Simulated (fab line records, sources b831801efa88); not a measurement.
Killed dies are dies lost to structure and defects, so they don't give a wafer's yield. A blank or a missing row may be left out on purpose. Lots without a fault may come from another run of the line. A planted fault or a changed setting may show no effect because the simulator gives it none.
Chamber matching | flow gf180mcu | GF_STI_CMP_25 on cmp-01: 4 sister chambers
The step polishes, stops on Si3N4, t overpolish 33 s, target thk 524.6 nm. 4 wafers are shown with their chamber, then 7 later ones without.

WAFERS WITH THEIR CHAMBER
wafer  | chamber | motor_current_A (A)
L156.1 | 0       | 13.8
L162.1 | 2       | 10.7
L166.2 | 1       | 13.4
L166.4 | 3       | 11.8

WAFERS WITHOUT THEIR CHAMBER
wafer  | motor_current_A (A)
L166.5 | 11.2
L174.1 | 13.4
L174.3 | 11.2
L174.6 | 11.7
L175.2 | 13.1
L175.3 | 11.7
L175.4 | 11.5

WHICH CHAMBER EACH WENT THROUGH
wafer  | from the rows above     | in truth
L166.5 | can't be placed: 2 or 3 | 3
L174.1 | can't be placed: 1 or 0 | 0
L174.3 | can't be placed: 2 or 3 | 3
L174.6 | 3                       | 3
L175.2 | can't be placed: 1 or 0 | 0
L175.3 | 3                       | 3
L175.4 | can't be placed: 3 or 2 | 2
Placed correctly: 2 of 7. Can't be placed from these rows: 5 (the true chamber is among the candidates in 5). Placed wrongly: 0.
How it was worked out, from the rows above alone: a wafer's distance from a chamber is the root of the sum, over the readings, of the square of ((its reading less the chamber's mean) divided by the reading's scatter). The wafer belongs to the nearest chamber; if the next one is less than 2 further off, it can't be placed. A chamber's mean is the mean of its shown wafers. The scatter: with one shown wafer a chamber, the root of the mean of the squares of how far each hidden wafer lies from its nearest shown one.
